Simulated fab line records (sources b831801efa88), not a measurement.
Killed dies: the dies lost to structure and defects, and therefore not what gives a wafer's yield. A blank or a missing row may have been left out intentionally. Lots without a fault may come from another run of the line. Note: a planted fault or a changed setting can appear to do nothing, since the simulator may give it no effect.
Tool commonality check ; flow sky130 ; Lots sampled 14, wafers sampled 42

== REASON FOR OPENING ==
Of 14 lots, 2 have the reading SONOS_TUNNEL_TW flagged at SKY_SONOS_TUNNEL_TW_MEAS_12. Wafers without a fault read 196.9, standard deviation 1.8.
Rule: a lot gets a flag if all its wafers with a number sit over 4 standard deviations from that mean, or if no wafer of it has a number. The other lots count as sound.

lot;measured;on;SONOS_TUNNEL_TW, wafer by wafer;flag
L767;day 11 06:26;film-metro-02;199.4 199.6 201.7;
L768;day 11 12:46;film-metro-04;194.6 195.6 194.8;
L770;day 12 08:58;film-metro-01;195.1 195.4 195.2;
L779;day 15 05:19;film-metro-01;29.5 29.7 29.6;FLAGGED
L780;day 15 16:17;film-metro-02;30.1 30.2 30.3;FLAGGED
L781;day 16 05:58;film-metro-04;195.5 196.6 195.5;
L783;day 17 01:31;film-metro-01;194.2 194.9 195.1;
L784;day 17 11:11;film-metro-04;196.0 196.7 197.4;
L785;day 17 20:18;film-metro-04;197.3 197.8 197.0;
L786;day 18 02:13;film-metro-02;198.0 197.9 198.3;
L787;day 18 06:16;film-metro-02;198.5 198.6 198.3;
L788;day 18 12:31;film-metro-01;197.1 196.1 196.8;
L790;day 18 21:38;film-metro-01;195.2 195.6 196.0;
L789;day 19 02:34;film-metro-01;195.6 195.2 194.2;
The numbers of the flagged lots are 29.9 on average: -167.0 against the usual, or -93 standard deviations.

== WHICH TOOL RAN EACH LOT ==
The record keeps 1 process step preceding the reading, out of 708 steps on the route. Every cell lists first the tool, next ch and the chambers used by the sampled wafers, and last the start.
lot;flag;SKY_SONOS_TUNNEL_IMPLANT_09
L767;;implanter-02 ch 0, day 11 06:02
L768;;implanter-03 ch 0, day 11 12:16
L770;;implanter-03 ch 0, day 12 08:35
L779;FLAGGED;implanter-03, day 15 04:55
L780;FLAGGED;implanter-02, day 15 15:54
L781;;implanter-04 ch 0, day 16 05:32
L783;;implanter-04 ch 0, day 17 01:08
L784;;implanter-02 ch 0, day 17 10:47
L785;;implanter-02 ch 0, day 17 19:55
L786;;implanter-03 ch 0, day 18 01:49
L787;;implanter-02 ch 0, day 18 05:45
L788;;implanter-03 ch 0, day 18 12:07
L790;;implanter-02 ch 0, day 18 21:12
L789;;implanter-02 ch 0, day 19 01:57
What is done by these steps:
- SKY_SONOS_TUNNEL_IMPLANT_09
- SKY_SONOS_TUNNEL_TW_MEAS_12

== FLAGGED AGAINST TOTAL, ONE TOOL AT A TIME (gauges that did the reading follow at the end) ==
step;tool;lots run;flagged;share of the flagged lots;sound lots run after its first flagged lot
SKY_SONOS_TUNNEL_IMPLANT_09;implanter-02;7;1;some;5 (L784,L785,L787,L790,L789)
SKY_SONOS_TUNNEL_IMPLANT_09;implanter-03;5;1;some;2 (L786,L788)
SKY_SONOS_TUNNEL_IMPLANT_09;implanter-04;2;0;none;-
SKY_SONOS_TUNNEL_TW_MEAS_12;film-metro-01;6;1;some;4 (L783,L788,L790,L789)
SKY_SONOS_TUNNEL_TW_MEAS_12;film-metro-02;4;1;some;2 (L786,L787)
SKY_SONOS_TUNNEL_TW_MEAS_12;film-metro-04;4;0;none;-

== WHAT THE TABLE ALLOWS ==
No row of the table ran every flagged lot.

== WHAT THE SIMULATOR PUT IN ==
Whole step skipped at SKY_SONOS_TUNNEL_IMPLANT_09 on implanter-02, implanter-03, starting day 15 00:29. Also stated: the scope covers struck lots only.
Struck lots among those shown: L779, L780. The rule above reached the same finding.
